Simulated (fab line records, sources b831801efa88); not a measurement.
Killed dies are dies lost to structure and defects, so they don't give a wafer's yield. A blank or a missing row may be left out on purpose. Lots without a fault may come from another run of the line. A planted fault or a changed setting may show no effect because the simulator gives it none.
Chamber matching | flow sky130 | SKY_POLY_GATE_ETCH_15 on rie_diel-03: 4 sister chambers
The step etches BARC in N2/H2, stops on SiO2, time 118.5 s, target depth 110 nm. 16 wafers are shown with their chamber, then 7 later ones without.

WAFERS WITH THEIR CHAMBER
wafer  | chamber | drypump_motor_current_A (A) | rf_fwd_power_W (W) | chamber_pressure_mTorr (mTorr)
L583.1 | 3       | 5.8                         | 498.9              | 30.036
L583.2 | 2       | 6.1                         | 497.5              | 30.027
L583.5 | 2       | 6.1                         | 495.6              | 29.990
L582.1 | 1       | 5.7                         | 495.1              | 29.972
L582.2 | 2       | 6.1                         | 498.8              | 30.000
L582.4 | 0       | 5.6                         | 497.4              | 29.994
L585.1 | 1       | 5.7                         | 496.9              | 30.020
L585.2 | 3       | 5.8                         | 500.9              | 29.990
L585.5 | 0       | 5.5                         | 496.9              | 30.045
L588.3 | 1       | 5.7                         | 495.6              | 29.992
L588.4 | 1       | 5.7                         | 494.4              | 29.990
L596.2 | 0       | 5.6                         | 496.9              | 30.024
L596.4 | 2       | 6.1                         | 497.1              | 30.020
L596.5 | 1       | 5.7                         | 498.4              | 29.956
L597.3 | 3       | 5.8                         | 497.4              | 30.004
L597.4 | 2       | 6.1                         | 496.6              | 29.978

SIGNATURES (means of the wafers above)
reading                 | chamber 0 | chamber 1 | chamber 2 | chamber 3 | scatter within a chamber
drypump_motor_current_A | 5.567     | 5.700     | 6.100     | 5.800     | 0.0236
rf_fwd_power_W          | 497.067   | 496.080   | 497.120   | 499.067   | 1.35
chamber_pressure_mTorr  | 30.02100  | 29.98600  | 30.00300  | 30.01000  | 0.0231
Rule: a wafer's distance from a chamber is the root of the sum, over the readings, of the square of ((its reading less the chamber's mean) divided by the reading's scatter). The wafer belongs to the nearest chamber; if the next one is less than 2 further off, it can't be placed. The scatter: the root of (the sum of the squares of (reading less its chamber's mean) over the shown wafers, divided by (wafers less chambers)).

WAFERS WITHOUT THEIR CHAMBER
wafer  | drypump_motor_current_A (A) | rf_fwd_power_W (W) | chamber_pressure_mTorr (mTorr)
L597.6 | 5.6                         | 501.1              | 29.991
L600.1 | 6.1                         | 496.9              | 30.007
L600.3 | 5.8                         | 499.0              | 29.987
L600.4 | 5.6                         | 498.2              | 29.994
L602.2 | 5.5                         | 498.0              | 30.010
L602.4 | 6.1                         | 494.4              | 30.022
L602.6 | 5.5                         | 496.2              | 29.986

WHICH CHAMBER EACH WENT THROUGH
wafer  | from the rows above | in truth
L597.6 | 0                   | 0
L600.1 | 2                   | 2
L600.3 | 3                   | 3
L600.4 | 0                   | 0
L602.2 | 0                   | 0
L602.4 | 2                   | 2
L602.6 | 0                   | 0
Placed correctly: 7 of 7. Can't be placed from these rows: 0. Placed wrongly: 0.
